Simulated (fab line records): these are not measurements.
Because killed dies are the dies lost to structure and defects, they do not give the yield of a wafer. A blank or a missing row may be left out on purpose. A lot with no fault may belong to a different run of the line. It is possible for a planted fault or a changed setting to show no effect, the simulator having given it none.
fab line records / flow sky130
record: lots: 14 wafers: 42 lastDay: 50
route steps=708 shown VIA1@459 METAL2@500 VIA2@529 VIA3@578
lots untouched by any fault: they come from a run of this same line in which no faults occurred
startH: hours from the record's opening day to when the first of the lot's shown wafers began / waitH: how many hours have passed since the lot's step before this one / " the same as in the row above / L1.1+2: one row covering several wafers at once / - no value, or no start was given / * or withheld: withheld / < > ~ a bound
route shown NAME@n: NAME is a module with steps in the file, n the number in the route of the first one / usual: average and standard deviation across the fault-free wafers / same: alike in all rows / chamber/n: place in a boat / sites: each site's reading / _std_site: the standard deviation of these / _edge_site: outer sites' mean less inner sites' / radiusMm: for every site, how far away it sits from the centre of the wafer / mask NAME#n: copy n / behind: the tool/chamber that last shaped the wafer / hold: the reason the lot was held/the length of the hold in hours/how it ended / device: the n, p or np transistor that did not switch / end of line: the tests these same wafers got at the end of their route / a step with no rows: only its recipe / killed: not the wafer's yield, but the dies lost to structure and defects at the first sort / map: per-die view of a wafer (x killed, . not killed, _ where there is no die)
set.NAME: the setting as run; set.NAME@STEP: as run at that earlier step / model.NAME: the simulator's own value behind a step, which no gauge read
steps of the route over a sample of lots; a table a step, a row a wafer
services: the hour from which a tool's chamber was out of use, counted from the record's first day as startH (under 0 if before that day), plus the number of hours and why
== steps ==
step: SKY_VIA1_THK_MEAS_01
recipe: reads: SiO2_of_VIA1_HDPCVD_00
usual: VIA1_HDPCVD_THK: 1031/8.7
lot.wafer=L162.1 tool=filmMetro-01 chamber=- startH=774.36 waitH=0.1 VIA1_HDPCVD_THK[nm]=1046
lot.wafer=L162.4 tool=filmMetro-01 chamber=- startH=774.36 waitH=0.1 VIA1_HDPCVD_THK[nm]=1035
lot.wafer=L162.6 tool=filmMetro-01 chamber=- startH=774.36 waitH=0.1 VIA1_HDPCVD_THK[nm]=1045
lot.wafer=L163.1 tool=filmMetro-02 chamber=- startH=787.85 waitH=0.1 VIA1_HDPCVD_THK[nm]=1028
lot.wafer=L163.3 tool=filmMetro-02 chamber=- startH=787.85 waitH=0.1 VIA1_HDPCVD_THK[nm]=1020
lot.wafer=L163.4 tool=filmMetro-02 chamber=- startH=787.85 waitH=0.1 VIA1_HDPCVD_THK[nm]=1019
lot.wafer=L165.2 tool=filmMetro-02 chamber=- startH=795.16 waitH=0.1 VIA1_HDPCVD_THK[nm]=1022
lot.wafer=L165.5 tool=filmMetro-02 chamber=- startH=795.16 waitH=0.1 VIA1_HDPCVD_THK[nm]=1041
lot.wafer=L165.6 tool=filmMetro-02 chamber=- startH=795.16 waitH=0.1 VIA1_HDPCVD_THK[nm]=1033
lot.wafer=L164.1 tool=filmMetro-02 chamber=- startH=795.55 waitH=0.1 VIA1_HDPCVD_THK[nm]=1028
lot.wafer=L164.2 tool=filmMetro-02 chamber=- startH=795.55 waitH=0.1 VIA1_HDPCVD_THK[nm]=1035
lot.wafer=L164.5 tool=filmMetro-02 chamber=- startH=795.55 waitH=0.1 VIA1_HDPCVD_THK[nm]=1031
lot.wafer=L166.1 tool=filmMetro-04 chamber=- startH=813.34 waitH=0.1 VIA1_HDPCVD_THK[nm]=1044
lot.wafer=L166.2 tool=filmMetro-04 chamber=- startH=813.34 waitH=0.1 VIA1_HDPCVD_THK[nm]=1024
lot.wafer=L166.4 tool=filmMetro-04 chamber=- startH=813.34 waitH=0.1 VIA1_HDPCVD_THK[nm]=1031
lot.wafer=L168.1 tool=filmMetro-02 chamber=- startH=826.80 waitH=0.1 VIA1_HDPCVD_THK[nm]=1041
lot.wafer=L168.3 tool=filmMetro-02 chamber=- startH=826.80 waitH=0.1 VIA1_HDPCVD_THK[nm]=1049
lot.wafer=L168.6 tool=filmMetro-02 chamber=- startH=826.80 waitH=0.1 VIA1_HDPCVD_THK[nm]=1026
lot.wafer=L169.2 tool=filmMetro-02 chamber=- startH=833.52 waitH=0.1 VIA1_HDPCVD_THK[nm]=1037
lot.wafer=L169.5 tool=filmMetro-02 chamber=- startH=833.52 waitH=0.1 VIA1_HDPCVD_THK[nm]=1039
lot.wafer=L169.6 tool=filmMetro-02 chamber=- startH=833.52 waitH=0.1 VIA1_HDPCVD_THK[nm]=1039
lot.wafer=L170.1 tool=filmMetro-04 chamber=- startH=839.39 waitH=0.1 VIA1_HDPCVD_THK[nm]=1052
lot.wafer=L170.2 tool=filmMetro-04 chamber=- startH=839.39 waitH=0.1 VIA1_HDPCVD_THK[nm]=1040
lot.wafer=L170.5 tool=filmMetro-04 chamber=- startH=839.39 waitH=0.1 VIA1_HDPCVD_THK[nm]=1034
lot.wafer=L172.3 tool=filmMetro-01 chamber=- startH=855.77 waitH=0.1 VIA1_HDPCVD_THK[nm]=1043
lot.wafer=L172.4 tool=filmMetro-01 chamber=- startH=855.77 waitH=0.1 VIA1_HDPCVD_THK[nm]=1037
lot.wafer=L172.5 tool=filmMetro-01 chamber=- startH=855.77 waitH=0.1 VIA1_HDPCVD_THK[nm]=1035
lot.wafer=L173.1 tool=filmMetro-01 chamber=- startH=858.66 waitH=0.1 VIA1_HDPCVD_THK[nm]=1021
lot.wafer=L173.2 tool=filmMetro-01 chamber=- startH=858.66 waitH=0.1 VIA1_HDPCVD_THK[nm]=1028
lot.wafer=L173.6 tool=filmMetro-01 chamber=- startH=858.66 waitH=0.1 VIA1_HDPCVD_THK[nm]=1039
lot.wafer=L174.2 tool=filmMetro-02 chamber=- startH=866.28 waitH=0.1 VIA1_HDPCVD_THK[nm]=1021
lot.wafer=L174.3 tool=filmMetro-02 chamber=- startH=866.28 waitH=0.1 VIA1_HDPCVD_THK[nm]=1035
lot.wafer=L174.6 tool=filmMetro-02 chamber=- startH=866.28 waitH=0.1 VIA1_HDPCVD_THK[nm]=1033
lot.wafer=L178.1 tool=filmMetro-02 chamber=- startH=906.93 waitH=0.1 VIA1_HDPCVD_THK[nm]=1042
lot.wafer=L178.2 tool=filmMetro-02 chamber=- startH=906.93 waitH=0.1 VIA1_HDPCVD_THK[nm]=1040
lot.wafer=L178.6 tool=filmMetro-02 chamber=- startH=906.93 waitH=0.1 VIA1_HDPCVD_THK[nm]=1040
lot.wafer=L179.2 tool=filmMetro-04 chamber=- startH=908.08 waitH=0.1 VIA1_HDPCVD_THK[nm]=1026
lot.wafer=L179.4 tool=filmMetro-04 chamber=- startH=908.08 waitH=0.1 VIA1_HDPCVD_THK[nm]=1030
lot.wafer=L179.5 tool=filmMetro-04 chamber=- startH=908.08 waitH=0.1 VIA1_HDPCVD_THK[nm]=1028
lot.wafer=L180.1 tool=filmMetro-01 chamber=- startH=908.19 waitH=0.1 VIA1_HDPCVD_THK[nm]=1026
lot.wafer=L180.3 tool=filmMetro-01 chamber=- startH=908.19 waitH=0.1 VIA1_HDPCVD_THK[nm]=1034
lot.wafer=L180.4 tool=filmMetro-01 chamber=- startH=908.19 waitH=0.1 VIA1_HDPCVD_THK[nm]=1032
step: SKY_METAL2_DESCUM_17
recipe: chemistry: O2 sourcePowerW: 150 biasPowerW: 0 pressureMtorr: 10 tempC: 40 timeS: 8
usual: drypumpMotorCurrentA: 5.5/0.3 heBacksideLeakSccm: 3.4/0.33 oesProductAu: 1.004/0.0086 tempC: 40.01/0.097
lot.wafer=L162.1 tool=rieMetal-02 chamber=0 startH=828.25 waitH=0.0 drypumpMotorCurrentA=5.3 heBacksideLeakSccm=3.6 oesProductAu=1.006 rfHoursCounterH=11 tempC=39.91
lot.wafer=L162.4 tool=rieMetal-02 chamber=0 startH=828.25 waitH=0.0 drypumpMotorCurrentA=5.3 heBacksideLeakSccm=3.5 oesProductAu=1.011 rfHoursCounterH=- tempC=40.00
lot.wafer=L162.6 tool=rieMetal-02 chamber=1 startH=828.25 waitH=0.0 drypumpMotorCurrentA=5.4 heBacksideLeakSccm=3.3 oesProductAu=1.018 rfHoursCounterH=- tempC=39.91
lot.wafer=L163.1 tool=rieMetal-04 chamber=0 startH=841.83 waitH=0.0 drypumpMotorCurrentA=5.7 heBacksideLeakSccm=2.9 oesProductAu=0.998 rfHoursCounterH=5 tempC=39.99
lot.wafer=L163.3 tool=rieMetal-04 chamber=1 startH=841.83 waitH=0.0 drypumpMotorCurrentA=6.0 heBacksideLeakSccm=3.4 oesProductAu=0.989 rfHoursCounterH=- tempC=40.19
lot.wafer=L163.4 tool=rieMetal-04 chamber=0 startH=841.83 waitH=0.0 drypumpMotorCurrentA=5.7 heBacksideLeakSccm=2.9 oesProductAu=0.990 rfHoursCounterH=- tempC=39.94
lot.wafer=L165.2 tool=rieMetal-04 chamber=0 startH=849.72 waitH=0.0 drypumpMotorCurrentA=5.7 heBacksideLeakSccm=3.2 oesProductAu=1.003 rfHoursCounterH=5 tempC=40.03
lot.wafer=L165.5 tool=rieMetal-04 chamber=0 startH=849.72 waitH=0.0 drypumpMotorCurrentA=5.7 heBacksideLeakSccm=3.2 oesProductAu=1.000 rfHoursCounterH=- tempC=39.71
lot.wafer=L165.6 tool=rieMetal-04 chamber=1 startH=849.72 waitH=0.0 drypumpMotorCurrentA=6.1 heBacksideLeakSccm=3.6 oesProductAu=1.008 rfHoursCounterH=- tempC=40.08
lot.wafer=L164.1 tool=rieMetal-02 chamber=1 startH=850.07 waitH=0.0 drypumpMotorCurrentA=5.3 heBacksideLeakSccm=3.2 oesProductAu=0.993 rfHoursCounterH=8 tempC=39.75
lot.wafer=L164.2 tool=rieMetal-02 chamber=0 startH=850.07 waitH=0.0 drypumpMotorCurrentA=5.3 heBacksideLeakSccm=3.4 oesProductAu=1.013 rfHoursCounterH=12 tempC=40.18
lot.wafer=L164.5 tool=rieMetal-02 chamber=0 startH=850.07 waitH=0.0 drypumpMotorCurrentA=5.3 heBacksideLeakSccm=3.3 oesProductAu=1.015 rfHoursCounterH=- tempC=40.00
lot.wafer=L166.1 tool=rieMetal-04 chamber=1 startH=866.87 waitH=0.0 drypumpMotorCurrentA=6.1 heBacksideLeakSccm=3.7 oesProductAu=1.002 rfHoursCounterH=15 tempC=40.11
lot.wafer=L166.2 tool=rieMetal-04 chamber=0 startH=866.87 waitH=0.0 drypumpMotorCurrentA=5.7 heBacksideLeakSccm=3.0 oesProductAu=1.005 rfHoursCounterH=6 tempC=40.05
lot.wafer=L166.4 tool=rieMetal-04 chamber=1 startH=866.87 waitH=0.0 drypumpMotorCurrentA=6.0 heBacksideLeakSccm=3.6 oesProductAu=0.993 rfHoursCounterH=- tempC=40.10
lot.wafer=L168.1 tool=rieMetal-02 chamber=1 startH=880.47 waitH=0.0 drypumpMotorCurrentA=5.3 heBacksideLeakSccm=3.1 oesProductAu=0.998 rfHoursCounterH=10 tempC=40.30
lot.wafer=L168.3 tool=rieMetal-02 chamber=0 startH=880.47 waitH=0.0 drypumpMotorCurrentA=5.3 heBacksideLeakSccm=3.4 oesProductAu=0.996 rfHoursCounterH=- tempC=39.95
lot.wafer=L168.6 tool=rieMetal-02 chamber=0 startH=880.47 waitH=0.0 drypumpMotorCurrentA=5.3 heBacksideLeakSccm=3.3 oesProductAu=1.010 rfHoursCounterH=- tempC=39.99
lot.wafer=L169.2 tool=rieMetal-04 chamber=1 startH=888.18 waitH=0.0 drypumpMotorCurrentA=6.1 heBacksideLeakSccm=3.4 oesProductAu=1.000 rfHoursCounterH=16 tempC=40.09
lot.wafer=L169.5 tool=rieMetal-04 chamber=1 startH=888.18 waitH=0.0 drypumpMotorCurrentA=6.1 heBacksideLeakSccm=3.5 oesProductAu=1.002 rfHoursCounterH=- tempC=39.93
lot.wafer=L169.6 tool=rieMetal-04 chamber=0 startH=888.18 waitH=0.0 drypumpMotorCurrentA=5.7 heBacksideLeakSccm=3.3 oesProductAu=1.001 rfHoursCounterH=- tempC=40.08
lot.wafer=L170.1 tool=rieMetal-01 chamber=0 startH=892.29 waitH=0.0 drypumpMotorCurrentA=5.4 heBacksideLeakSccm=3.3 oesProductAu=1.015 rfHoursCounterH=14 tempC=39.92
lot.wafer=L170.2 tool=rieMetal-01 chamber=1 startH=892.29 waitH=0.0 drypumpMotorCurrentA=5.1 heBacksideLeakSccm=3.5 oesProductAu=1.018 rfHoursCounterH=10 tempC=39.95
lot.wafer=L170.5 tool=rieMetal-01 chamber=0 startH=892.29 waitH=0.0 drypumpMotorCurrentA=5.4 heBacksideLeakSccm=3.3 oesProductAu=1.014 rfHoursCounterH=- tempC=40.16
lot.wafer=L172.3 tool=rieMetal-01 chamber=0 startH=909.06 waitH=0.0 drypumpMotorCurrentA=5.4 heBacksideLeakSccm=3.3 oesProductAu=1.001 rfHoursCounterH=- tempC=40.03
lot.wafer=L172.4 tool=rieMetal-01 chamber=1 startH=909.06 waitH=0.0 drypumpMotorCurrentA=5.1 heBacksideLeakSccm=3.3 oesProductAu=1.011 rfHoursCounterH=- tempC=39.85
lot.wafer=L172.5 tool=rieMetal-01 chamber=1 startH=909.06 waitH=0.0 drypumpMotorCurrentA=5.1 heBacksideLeakSccm=3.3 oesProductAu=1.023 rfHoursCounterH=- tempC=39.94
lot.wafer=L173.1 tool=rieMetal-02 chamber=0 startH=912.40 waitH=0.0 drypumpMotorCurrentA=5.4 heBacksideLeakSccm=3.4 oesProductAu=1.007 rfHoursCounterH=15 tempC=40.06
lot.wafer=L173.2 tool=rieMetal-02 chamber=1 startH=912.40 waitH=0.0 drypumpMotorCurrentA=5.3 heBacksideLeakSccm=3.5 oesProductAu=0.995 rfHoursCounterH=11 tempC=39.95
lot.wafer=L173.6 tool=rieMetal-02 chamber=0 startH=912.40 waitH=0.0 drypumpMotorCurrentA=5.3 heBacksideLeakSccm=3.3 oesProductAu=1.016 rfHoursCounterH=- tempC=40.10
lot.wafer=L174.2 tool=rieMetal-01 chamber=0 startH=919.08 waitH=0.0 drypumpMotorCurrentA=5.4 heBacksideLeakSccm=3.1 oesProductAu=1.010 rfHoursCounterH=15 tempC=39.84
lot.wafer=L174.3 tool=rieMetal-01 chamber=0 startH=919.08 waitH=0.0 drypumpMotorCurrentA=5.4 heBacksideLeakSccm=3.3 oesProductAu=1.000 rfHoursCounterH=- tempC=39.93
lot.wafer=L174.6 tool=rieMetal-01 chamber=1 startH=919.08 waitH=0.0 drypumpMotorCurrentA=5.1 heBacksideLeakSccm=3.5 oesProductAu=1.019 rfHoursCounterH=- tempC=40.17
lot.wafer=L178.1 tool=rieMetal-02 chamber=0 startH=961.60 waitH=0.0 drypumpMotorCurrentA=5.3 heBacksideLeakSccm=3.3 oesProductAu=1.005 rfHoursCounterH=17 tempC=39.94
lot.wafer=L178.2 tool=rieMetal-02 chamber=1 startH=961.60 waitH=0.0 drypumpMotorCurrentA=5.3 heBacksideLeakSccm=3.3 oesProductAu=0.991 rfHoursCounterH=13 tempC=40.10
lot.wafer=L178.6 tool=rieMetal-02 chamber=1 startH=961.60 waitH=0.0 drypumpMotorCurrentA=5.4 heBacksideLeakSccm=3.5 oesProductAu=1.003 rfHoursCounterH=- tempC=40.14
lot.wafer=L179.2 tool=rieMetal-01 chamber=0 startH=961.95 waitH=0.0 drypumpMotorCurrentA=5.4 heBacksideLeakSccm=3.3 oesProductAu=1.000 rfHoursCounterH=17 tempC=40.14
lot.wafer=L179.4 tool=rieMetal-01 chamber=1 startH=961.95 waitH=0.0 drypumpMotorCurrentA=5.1 heBacksideLeakSccm=3.5 oesProductAu=1.010 rfHoursCounterH=- tempC=39.93
lot.wafer=L179.5 tool=rieMetal-01 chamber=1 startH=961.95 waitH=0.0 drypumpMotorCurrentA=5.1 heBacksideLeakSccm=3.4 oesProductAu=1.018 rfHoursCounterH=- tempC=39.91
lot.wafer=L180.1 tool=rieMetal-02 chamber=1 startH=962.30 waitH=0.0 drypumpMotorCurrentA=5.4 heBacksideLeakSccm=3.1 oesProductAu=1.001 rfHoursCounterH=14 tempC=40.06
lot.wafer=L180.3 tool=rieMetal-02 chamber=1 startH=962.30 waitH=0.0 drypumpMotorCurrentA=5.4 heBacksideLeakSccm=3.0 oesProductAu=0.998 rfHoursCounterH=- tempC=40.06
lot.wafer=L180.4 tool=rieMetal-02 chamber=0 startH=962.30 waitH=0.0 drypumpMotorCurrentA=5.3 heBacksideLeakSccm=3.3 oesProductAu=0.998 rfHoursCounterH=- tempC=40.12
step: SKY_VIA2_RS_MEAS_22
recipe: thkMeasGauge: four-point-probe reads: W_of_VIA2_CVD_21+TiN_of_VIA2_SPUTTER_20
usual: VIA2_W_RS: 0.272/0.0041
lot.wafer=L162.1 tool=filmMetro-03 chamber=- startH=856.17 waitH=0.1 VIA2_W_RS[ohm/sq]=0.267
lot.wafer=L162.4 tool=filmMetro-03 chamber=- startH=856.17 waitH=0.1 VIA2_W_RS[ohm/sq]=0.268
lot.wafer=L162.6 tool=filmMetro-03 chamber=- startH=856.17 waitH=0.1 VIA2_W_RS[ohm/sq]=0.266
lot.wafer=L163.1 tool=filmMetro-03 chamber=- startH=870.52 waitH=0.1 VIA2_W_RS[ohm/sq]=0.273
lot.wafer=L163.3 tool=filmMetro-03 chamber=- startH=870.52 waitH=0.1 VIA2_W_RS[ohm/sq]=0.275
lot.wafer=L163.4 tool=filmMetro-03 chamber=- startH=870.52 waitH=0.1 VIA2_W_RS[ohm/sq]=0.274
lot.wafer=L165.2 tool=filmMetro-03 chamber=- startH=878.05 waitH=0.1 VIA2_W_RS[ohm/sq]=0.273
lot.wafer=L165.5 tool=filmMetro-03 chamber=- startH=878.05 waitH=0.1 VIA2_W_RS[ohm/sq]=0.274
lot.wafer=L165.6 tool=filmMetro-03 chamber=- startH=878.05 waitH=0.1 VIA2_W_RS[ohm/sq]=0.271
lot.wafer=L164.1 tool=filmMetro-03 chamber=- startH=878.36 waitH=0.1 VIA2_W_RS[ohm/sq]=0.272
lot.wafer=L164.2 tool=filmMetro-03 chamber=- startH=878.36 waitH=0.1 VIA2_W_RS[ohm/sq]=0.273
lot.wafer=L164.5 tool=filmMetro-03 chamber=- startH=878.36 waitH=0.1 VIA2_W_RS[ohm/sq]=0.275
lot.wafer=L166.1 tool=filmMetro-04 chamber=- startH=894.27 waitH=0.2 VIA2_W_RS[ohm/sq]=0.276
lot.wafer=L166.2 tool=filmMetro-04 chamber=- startH=894.27 waitH=0.2 VIA2_W_RS[ohm/sq]=0.276
lot.wafer=L166.4 tool=filmMetro-04 chamber=- startH=894.27 waitH=0.2 VIA2_W_RS[ohm/sq]=0.279
lot.wafer=L168.1 tool=filmMetro-03 chamber=- startH=907.91 waitH=0.1 VIA2_W_RS[ohm/sq]=0.265
lot.wafer=L168.3 tool=filmMetro-03 chamber=- startH=907.91 waitH=0.1 VIA2_W_RS[ohm/sq]=0.265
lot.wafer=L168.6 tool=filmMetro-03 chamber=- startH=907.91 waitH=0.1 VIA2_W_RS[ohm/sq]=0.277
lot.wafer=L169.2 tool=filmMetro-04 chamber=- startH=916.41 waitH=0.1 VIA2_W_RS[ohm/sq]=0.270
lot.wafer=L169.5 tool=filmMetro-04 chamber=- startH=916.41 waitH=0.1 VIA2_W_RS[ohm/sq]=0.281
lot.wafer=L169.6 tool=filmMetro-04 chamber=- startH=916.41 waitH=0.1 VIA2_W_RS[ohm/sq]=0.266
lot.wafer=L170.1 tool=filmMetro-03 chamber=- startH=919.85 waitH=0.1 VIA2_W_RS[ohm/sq]=0.273
lot.wafer=L170.2 tool=filmMetro-03 chamber=- startH=919.85 waitH=0.1 VIA2_W_RS[ohm/sq]=0.265
lot.wafer=L170.5 tool=filmMetro-03 chamber=- startH=919.85 waitH=0.1 VIA2_W_RS[ohm/sq]=0.269
lot.wafer=L172.3 tool=filmMetro-03 chamber=- startH=935.43 waitH=0.1 VIA2_W_RS[ohm/sq]=0.269
lot.wafer=L172.4 tool=filmMetro-03 chamber=- startH=935.43 waitH=0.1 VIA2_W_RS[ohm/sq]=0.272
lot.wafer=L172.5 tool=filmMetro-03 chamber=- startH=935.43 waitH=0.1 VIA2_W_RS[ohm/sq]=0.275
lot.wafer=L173.1 tool=filmMetro-04 chamber=- startH=939.00 waitH=0.1 VIA2_W_RS[ohm/sq]=0.271
lot.wafer=L173.2 tool=filmMetro-04 chamber=- startH=939.00 waitH=0.1 VIA2_W_RS[ohm/sq]=0.270
lot.wafer=L173.6 tool=filmMetro-04 chamber=- startH=939.00 waitH=0.1 VIA2_W_RS[ohm/sq]=0.268
lot.wafer=L174.2 tool=filmMetro-03 chamber=- startH=944.58 waitH=0.1 VIA2_W_RS[ohm/sq]=0.271
lot.wafer=L174.3 tool=filmMetro-03 chamber=- startH=944.58 waitH=0.1 VIA2_W_RS[ohm/sq]=0.270
lot.wafer=L174.6 tool=filmMetro-03 chamber=- startH=944.58 waitH=0.1 VIA2_W_RS[ohm/sq]=0.269
lot.wafer=L179.2 tool=filmMetro-02 chamber=- startH=988.12 waitH=0.1 VIA2_W_RS[ohm/sq]=0.271
lot.wafer=L179.4 tool=filmMetro-02 chamber=- startH=988.12 waitH=0.1 VIA2_W_RS[ohm/sq]=0.263
lot.wafer=L179.5 tool=filmMetro-02 chamber=- startH=988.12 waitH=0.1 VIA2_W_RS[ohm/sq]=0.274
lot.wafer=L178.1 tool=filmMetro-03 chamber=- startH=988.25 waitH=0.1 VIA2_W_RS[ohm/sq]=0.274
lot.wafer=L178.2 tool=filmMetro-03 chamber=- startH=988.25 waitH=0.1 VIA2_W_RS[ohm/sq]=0.275
lot.wafer=L178.6 tool=filmMetro-03 chamber=- startH=988.25 waitH=0.1 VIA2_W_RS[ohm/sq]=0.276
lot.wafer=L180.1 tool=filmMetro-02 chamber=- startH=989.47 waitH=0.1 VIA2_W_RS[ohm/sq]=0.274
lot.wafer=L180.3 tool=filmMetro-02 chamber=- startH=989.47 waitH=0.1 VIA2_W_RS[ohm/sq]=0.275
lot.wafer=L180.4 tool=filmMetro-02 chamber=- startH=989.47 waitH=0.1 VIA2_W_RS[ohm/sq]=0.273
step: SKY_VIA3_HMDS_05
recipe: primeTimeS: 60 primeTempC: 120
usual: primeTempC: 119.97/0.12
lot.wafer=L162.1 tool=lithoTrack-04 chamber=0 startH=921.97 waitH=0.1 primeTempC=119.98
lot.wafer=L162.4 tool=lithoTrack-04 chamber=0 startH=921.97 waitH=0.1 primeTempC=120.25
lot.wafer=L162.6 tool=lithoTrack-04 chamber=0 startH=921.97 waitH=0.1 primeTempC=119.91
lot.wafer=L163.1 tool=lithoTrack-02 chamber=0 startH=935.10 waitH=0.1 primeTempC=120.05
lot.wafer=L163.3 tool=lithoTrack-02 chamber=0 startH=935.10 waitH=0.1 primeTempC=120.14
lot.wafer=L163.4 tool=lithoTrack-02 chamber=0 startH=935.10 waitH=0.1 primeTempC=119.99
lot.wafer=L165.2 tool=lithoTrack-01 chamber=0 startH=945.74 waitH=0.1 primeTempC=119.84
lot.wafer=L165.5 tool=lithoTrack-01 chamber=0 startH=945.74 waitH=0.1 primeTempC=119.89
lot.wafer=L165.6 tool=lithoTrack-01 chamber=0 startH=945.74 waitH=0.1 primeTempC=119.98
lot.wafer=L164.1 tool=lithoTrack-01 chamber=0 startH=946.82 waitH=0.1 primeTempC=119.85
lot.wafer=L164.2 tool=lithoTrack-01 chamber=0 startH=946.82 waitH=0.1 primeTempC=119.98
lot.wafer=L164.5 tool=lithoTrack-01 chamber=0 startH=946.82 waitH=0.1 primeTempC=120.05
lot.wafer=L166.1 tool=lithoTrack-01 chamber=0 startH=957.72 waitH=0.1 primeTempC=119.84
lot.wafer=L166.2 tool=lithoTrack-01 chamber=0 startH=957.72 waitH=0.1 primeTempC=119.91
lot.wafer=L166.4 tool=lithoTrack-01 chamber=0 startH=957.72 waitH=0.1 primeTempC=119.99
lot.wafer=L168.1 tool=lithoTrack-02 chamber=0 startH=969.70 waitH=0.1 primeTempC=120.04
lot.wafer=L168.3 tool=lithoTrack-02 chamber=0 startH=969.70 waitH=0.1 primeTempC=119.95
lot.wafer=L168.6 tool=lithoTrack-02 chamber=0 startH=969.70 waitH=0.1 primeTempC=120.01
lot.wafer=L169.2 tool=lithoTrack-04 chamber=0 startH=979.75 waitH=0.1 primeTempC=119.89
lot.wafer=L169.5 tool=lithoTrack-04 chamber=0 startH=979.75 waitH=0.1 primeTempC=119.85
lot.wafer=L169.6 tool=lithoTrack-04 chamber=0 startH=979.75 waitH=0.1 primeTempC=120.08
lot.wafer=L170.1 tool=lithoTrack-01 chamber=0 startH=982.87 waitH=0.1 primeTempC=120.16
lot.wafer=L170.2 tool=lithoTrack-01 chamber=0 startH=982.87 waitH=0.1 primeTempC=120.15
lot.wafer=L170.5 tool=lithoTrack-01 chamber=0 startH=982.87 waitH=0.1 primeTempC=120.25
lot.wafer=L172.3 tool=lithoTrack-01 chamber=0 startH=1000.07 waitH=0.1 primeTempC=119.84
lot.wafer=L172.4 tool=lithoTrack-01 chamber=0 startH=1000.07 waitH=0.1 primeTempC=120.06
lot.wafer=L172.5 tool=lithoTrack-01 chamber=0 startH=1000.07 waitH=0.1 primeTempC=120.04
lot.wafer=L173.1 tool=lithoTrack-01 chamber=0 startH=1002.12 waitH=0.1 primeTempC=120.08
lot.wafer=L173.2 tool=lithoTrack-01 chamber=0 startH=1002.12 waitH=0.1 primeTempC=120.28
lot.wafer=L173.6 tool=lithoTrack-01 chamber=0 startH=1002.12 waitH=0.1 primeTempC=120.02
lot.wafer=L174.2 tool=lithoTrack-02 chamber=0 startH=1007.52 waitH=0.1 primeTempC=120.06
lot.wafer=L174.3 tool=lithoTrack-02 chamber=0 startH=1007.52 waitH=0.1 primeTempC=119.81
lot.wafer=L174.6 tool=lithoTrack-02 chamber=0 startH=1007.52 waitH=0.1 primeTempC=119.95
lot.wafer=L179.2 tool=lithoTrack-02 chamber=0 startH=1052.77 waitH=0.1 primeTempC=118.47
lot.wafer=L179.4 tool=lithoTrack-02 chamber=0 startH=1052.77 waitH=0.1 primeTempC=118.41
lot.wafer=L179.5 tool=lithoTrack-02 chamber=0 startH=1052.77 waitH=0.1 primeTempC=118.56
lot.wafer=L178.1 tool=lithoTrack-04 chamber=0 startH=1052.87 waitH=0.1 primeTempC=119.83
lot.wafer=L178.2 tool=lithoTrack-04 chamber=0 startH=1052.87 waitH=0.1 primeTempC=120.09
lot.wafer=L178.6 tool=lithoTrack-04 chamber=0 startH=1052.87 waitH=0.1 primeTempC=120.06
lot.wafer=L180.1 tool=lithoTrack-02 chamber=0 startH=1053.55 waitH=0.1 primeTempC=118.73
lot.wafer=L180.3 tool=lithoTrack-02 chamber=0 startH=1053.55 waitH=0.1 primeTempC=118.78
lot.wafer=L180.4 tool=lithoTrack-02 chamber=0 startH=1053.55 waitH=0.1 primeTempC=118.58
== services ==
tool=rieMetal-02 chamber=- startH=911.49 hours=0.7 kind=repair
tool=rieMetal-04 chamber=1 startH=927.99 hours=- kind=clean
tool=rieMetal-04 chamber=1 startH=927.99 hours=14.9 kind=scheduledDown
tool=rieMetal-04 chamber=1 startH=927.99 hours=14.9 kind=ventCycle
tool=rieMetal-01 chamber=- startH=972.93 hours=1.4 kind=pm
tool=rieMetal-02 chamber=- startH=980.57 hours=0.7 kind=repair
tool=rieMetal-01 chamber=- startH=1043.05 hours=17.6 kind=repair
== key ==
firstSign: step: SKY_VIA3_HMDS_05 reading: primeTempC direction: down sigmas: 11 usual: * struck: *
effect none on later readings
metAt SKY_VIA3_HMDS_05
struckLots L179,L180
sortLeftOut L179.2,L179.4,L179.5,L180.1,L180.3,L180.4
notActingAt SKY_VIA1_THK_MEAS_01,SKY_METAL2_DESCUM_17,SKY_VIA2_RS_MEAS_22
onsetBetween 1007.52 1052.77
fault: kind: processParameterDrift tool: lithoTrack-02 chamber: - onsetH: 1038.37 steps: SKY_VIA3_HMDS_05 channel: primeTempC offset: * shape: step endH: 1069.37 actsIn: * stated: *
sortLeftOut: the simulated sort isn't trusted on such a fault, so these wafers' sort isn't shown, and their yield isn't known
